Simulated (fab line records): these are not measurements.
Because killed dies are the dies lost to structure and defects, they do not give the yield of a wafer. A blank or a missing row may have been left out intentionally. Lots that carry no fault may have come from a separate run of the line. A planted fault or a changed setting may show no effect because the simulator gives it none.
A lot that was struck, set against a sound lot ; flow sky130 ; 16 out of 708 route steps
Sound: wafers L546.4, L546.5, L546.6. Struck: wafer L560.2. (L560.3, L560.5 of the same lot were not struck and are left out.) The cause comes at the end.
Per side, at each step with rows, come the tool, then ch with its chambers, and then its first start. Under that, the readings that differ: sound wafers ; struck wafers ; difference of the means ; sigmas: that difference in standard deviations of wafers without a fault.
alike: words and numbers the same on both sides, and readings whose means are apart by under 2 such deviations; not compared: readings that were withheld, readings missing a value for some wafer, numbers with overlapping values and no deviation given by the record, and bounds like >300 which may hide the same value.
The two part at a step that has a row with sigmas, a row that says differs or no value, or rows on one side only. When numbers do not overlap yet have no deviation, they are printed without sigmas and do not part them. A reading missing from all wafers of one side parts the sides only when that side holds two or more wafers.

SKY_VIA2_CMP_02: polishes SiO2.
  sound on cmp-01 ch 0,1, day 37 16:13; struck on cmp-01 ch 2, day 41 20:59
  alike: motor-current-A, slurry-filter-dp-kPa
SKY_VIA2_BOW_MEAS_03:
  sound: film-metro-01 at day 37 16:31; struck: film-metro-02 at day 41 21:15
  alike: VIA2_BOW
then, 8 steps without rows for these wafers: SKY_VIA2_DEHYDRATE_04 (time 60 s); SKY_VIA2_HMDS_05 (prime time 60 s); SKY_VIA2_COAT_06 (resist thk 60 nm); SKY_VIA2_COAT_07 (resist thk 450 nm); SKY_VIA2_SOFTBAKE_08 (time 90 s); SKY_VIA2_EXPOSE_09 (exposes mask VIM2, target cd 200 nm); SKY_VIA2_PEB_10; SKY_VIA2_DEVELOP_11 (develop time 60 s).
SKY_VIA2_CD_MEAS_12 targets a cd of 200 nm.
  sound: cd-sem-02 at day 38 18:07; struck: cd-sem-02 at day 42 21:03
reading;sound;struck;difference;sigmas
cd-nm (nm);197.5 197.1 197.1;201.9;+4.7;+3
SKY_VIA2_OVL_MEAS_13:
  sound: overlay-02 at day 38 18:11; struck: overlay-01 at day 42 21:10
  alike: VIA2_OVL
SKY_VIA2_ETCH_14: etches BARC in N2/H2, stops on SiO2, time 45.9 s, target depth 60 nm.
  sound on rie-diel-02 ch 0,2,3, day 38 18:13; struck on rie-diel-01 ch 1, day 42 21:11
reading;sound;struck;difference;sigmas
drypump-motor-current-A (A);5.6 5.3 5.2;6.2;+0.8;+2
rf-fwd-power-W (W);495.9 493.7 495.5;418.2;-76.8;-38
model.KrF-thick_of_VIA2_COAT_07.thk-nm (nm);395 392.3 396.4;398.3;+3.7;
  alike: bias-w, oes-product-au, throttle-valve-pct
  not compared: rf-hours-counter-h
SKY_VIA2_ETCH_15: etches SiO2 in C4F8/O2/Ar, stops on TiN, target depth 546 nm, time 84 s.
  sound on rie-diel-02 ch 0,2,3, day 38 18:15; struck on rie-diel-01 ch 1, day 42 21:14
reading;sound;struck;difference;sigmas
rf-fwd-power-W (W);1490 1484 1491;1503;+15;+3
  alike: bias-w, oes-product-au
  not compared: rf-hours-counter-h, model.KrF-thick_of_VIA2_COAT_07.thk-nm
SKY_VIA2_STRIP_16: strips in O2/N2.
  sound on plasma-asher-03 ch 0,1, day 38 18:21; struck on plasma-asher-02 ch 0, day 42 21:18
reading;sound;struck;difference;sigmas
rf-hours-counter-h (h);- - -;76;no value on the sound wafers;
  alike: drypump-motor-current-A, o2-flow-sccm, oes-product-au, strip-time-to-endpoint-s
SKY_PAD_OPEN_PROBE_99:
  rows exist in the record for the sound wafers here (prober-01, day 47 17:51), none for the struck ones

== WHERE THEY PART ==
Last at SKY_PAD_OPEN_PROBE_99 as far as this record goes, first at SKY_VIA2_CD_MEAS_12.

WHY: what the simulator had put in
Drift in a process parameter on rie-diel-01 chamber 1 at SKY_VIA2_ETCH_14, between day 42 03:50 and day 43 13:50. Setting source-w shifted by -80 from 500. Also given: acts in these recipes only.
